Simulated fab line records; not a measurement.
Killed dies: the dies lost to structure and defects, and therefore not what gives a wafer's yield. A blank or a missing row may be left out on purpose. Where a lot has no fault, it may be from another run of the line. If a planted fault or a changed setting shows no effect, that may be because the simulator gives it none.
A lot that was struck, set against a sound lot | flow sfq line | 14 steps out of a route of 325
Sound: these wafers, L386.4, L386.5, L386.6. Wafers struck: L396.1, L396.3, L396.4. The cause is named last.
At each step with rows: each side's tool, then ch and its chambers, then its first start. Under that, the readings that differ: sound wafers | struck wafers | difference of the means | sigmas: that difference in standard deviations of wafers without a fault.
alike: same words and numbers on both sides, and readings whose means sit less than 2 such deviations apart. not compared: any withheld reading, any reading some wafer has no value for, any bound like >300 that may hide the same value, and any number with overlapping values for which the record gives no deviation.
A row with sigmas, a row that says differs or no value, or rows on one side alone: a step with any of these is where the two part. When numbers do not overlap yet have no deviation, they are printed without sigmas and do not part them. A reading missing from all wafers of one side parts the sides only when that side holds two or more wafers.

first, 3 steps without rows for these wafers: SFQ_TRILAYER_M5_LITHO_EXPOSE_124 (exposes mask M5, target cd 700 nm); SFQ_TRILAYER_M5_LITHO_PEB_126 (peb time 60 s); SFQ_TRILAYER_M5_LITHO_DEVELOP_125 (time 60 s).
SFQ_M5_OVL_MEAS_932:
  struck on overlay-01, day 60 00:34; sound on overlay-02, day 58 14:59
  alike: M5_OVL
SFQ_TRILAYER_M5_BARC_OPEN_METAL_ETCH_161: etches BARC in O2, target depth 125 nm, time 41.7 s.
  sound on rie metal-01 ch 0,1, day 58 15:01; struck on rie metal-03 ch 0,1, day 60 00:36
  alike: chamber pressure mTorr, drypump motor current A, oes product au, rf fwd power W
  not compared: rf hours counter h
then, 1 step without rows for these wafers: SFQ_TRILAYER_M5_ETCH_METAL_ETCH_126 (etches Nb in Cl2/BCl3, stops on SiO2, time 203.2 s, target depth 265 nm).
SFQ_TRILAYER_M5_STRIP_STRIP_127: strips in O2.
  sound on rie metal-01 ch 0,1, day 58 15:28; struck on rie metal-03 ch 0,1, day 60 00:52
  alike: chamber pressure mTorr, drypump motor current A, oes product au
  not compared: rf hours counter h
then, 1 step without rows for these wafers: SFQ_TRILAYER_M5_STRIP_SOLV_CLEAN_128 (cleans in NMP, time 600 s).
SFQ_TRILAYER_A5B_DEP_PECVD_129: deposits SiO2 from SiH4/N2O, time 133.33 s, target thk 600 nm.
  sound on pecvd-04 ch 0,1,2, day 58 16:05; struck on pecvd-01 ch 0,2, day 60 01:39
  alike: heater power outer w, heater power w, rf fwd power W, throttle valve pct
then, 2 steps without rows for these wafers: SFQ_TRILAYER_A5B_CMP_CMP_130 (polishes, stops on Nb, target thk 340.7 nm); SFQ_TRILAYER_A5B_METRO_MEASURE_131.
SFQ_TRILAYER_R5_DEP_SPUTTER_132: material Ti, target thk 5 nm, time 5 s.
  struck on pvd sputter-05, day 60 11:21; sound on pvd sputter-05, day 58 23:16
  alike: cathode dc power W, chamber pressure pa, throttle valve pct
SFQ_TRILAYER_R5_DEP_SPUTTER_133: material MoNx, target thk 40 nm, time 66.7 s.
  struck on pvd sputter-05, day 60 11:22; sound on pvd sputter-05, day 58 23:17
  reading                  | sound                | struck               | difference | sigmas
  chamber pressure pa (Pa) | 0.3997 0.3997 0.4009 | 0.3465 0.3467 0.3464 | -0.0536    | -64
  throttle valve pct (%)   | 29.4 29.6 29.6       | 34.2 31.7 32.4       | +3.2       | +3
  alike: cathode dc power W
SFQ_TRILAYER_R5_DEP_SPUTTER_134: material Ti, target thk 5 nm, time 5 s.
  struck on pvd sputter-05, day 60 11:25; sound on pvd sputter-05, day 58 23:21
  alike: cathode dc power W, chamber pressure pa, throttle valve pct

== WHERE THEY PART ==
Only at SFQ_TRILAYER_R5_DEP_SPUTTER_133, within this record. Later steps at which nothing parts them and some readings are alike: SFQ_TRILAYER_R5_DEP_SPUTTER_134.

WHY: what the simulator had put in
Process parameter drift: pvd sputter-05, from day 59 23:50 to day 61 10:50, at SFQ_TRILAYER_R5_DEP_SPUTTER_133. Setting chamber pressure pa shifted by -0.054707 from 0.4. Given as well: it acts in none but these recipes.
